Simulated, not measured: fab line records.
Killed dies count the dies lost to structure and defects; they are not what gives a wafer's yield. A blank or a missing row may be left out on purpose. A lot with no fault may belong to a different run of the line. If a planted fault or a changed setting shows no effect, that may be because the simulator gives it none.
Comparing a struck lot with a sound one ; flow gf180mcu ; 15 out of 602 route steps
Sound: these wafers, L829.1, L829.2, L829.3. Wafers struck: L830.2, L830.5, L830.6. The cause is given at the end.
Each step with rows lists, per side, the tool, then ch with its chambers, then its first start. Under that, the readings that differ: sound wafers ; struck wafers ; difference of the means ; sigmas: that difference in standard deviations of wafers without a fault.
alike: readings with means less than 2 such deviations apart, plus words and numbers identical on both sides. not compared: withheld readings, readings lacking a value on some wafer, bounds such as >300 that could conceal the same value, and numbers that have no deviation in the record and whose values overlap.
Wherever a step has rows on one side only, a row that says differs or no value, or a row with sigmas, the two part there. Numbers that have no deviation but don't overlap get no sigmas and don't part them. Lack of a reading on every wafer of one side parts them only where that side has two or more wafers.

first, 5 steps without rows for these wafers: GF_SAB_COAT_04 (resist thk 1000 nm); GF_SAB_SOFTBAKE_05 (time 60 s); GF_SAB_EXPOSE_06 (exposes mask SAB, target cd 420 nm); GF_SAB_PEB_07; GF_SAB_DEVELOP_08 (develop time 62.17 s).
GF_SAB_CD_MEAS_09: the cd target is 420 nm.
  struck on cd-sem-02, day 20 00:10; sound on cd-sem-02, day 19 03:30
  alike: cd-nm
GF_SAB_OVL_MEAS_10:
  struck on overlay-01, day 20 00:16; sound on overlay-02, day 19 03:37
  alike: SAB_OVL
GF_SAB_ETCH_11: etches SiO2 in C4F8/O2/Ar, target depth 55 nm, time 8.5 s.
  sound on rie-diel-03 ch 0,1,2, day 19 03:39; struck on rie-diel-04 ch 0,3, day 20 00:18
  alike: oes-product-au
  not compared: rf-hours-counter-h
then, 1 step without rows for these wafers: GF_SAB_WET_ETCH_12 (etches SiO2 in dHF, target depth 22 nm, time 440 s).
GF_SAB_STRIP_13: strips in O2/N2.
  sound on plasma-asher-01 ch 0,1, day 19 03:49; struck on plasma-asher-03 ch 0,1, day 20 00:28
  alike: drypump-motor-current-A, heater-power-w, oes-product-au, strip-time-to-endpoint-s
  not compared: rf-hours-counter-h
then, 2 steps without rows for these wafers: GF_SALICIDE_CLEAN_00 (cleans in SC1/SC2, time 150 s); GF_SALICIDE_WET_ETCH_01 (etches SiO2 in dHF, target depth 5 nm, time 104.5 s).
GF_SALICIDE_SPUTTER_02: material Co, target thk 10 nm, time 20 s.
  struck on pvd-sputter-01, day 20 00:38; sound on pvd-sputter-01, day 19 04:01
reading;sound;struck;difference;sigmas
model.Co_of_SALICIDE_SPUTTER_02.thk-nm (nm);10.02 10.12 10.04;10.38 10.27 10.24;+0.24;
  alike: throttle-valve-pct
GF_SALICIDE_SPUTTER_03: material TiN, target thk 20 nm, time 16.7 s.
  struck on pvd-sputter-01, day 20 00:40; sound on pvd-sputter-01, day 19 04:02
  alike: throttle-valve-pct
GF_PASSIVATION_PROBE_99:
  sound wafers here have rows in the record (prober-01, day 32 05:37); struck ones have none

== WHERE THEY PART ==
Within this record, at GF_PASSIVATION_PROBE_99 only.

WHY: what the simulator had put in
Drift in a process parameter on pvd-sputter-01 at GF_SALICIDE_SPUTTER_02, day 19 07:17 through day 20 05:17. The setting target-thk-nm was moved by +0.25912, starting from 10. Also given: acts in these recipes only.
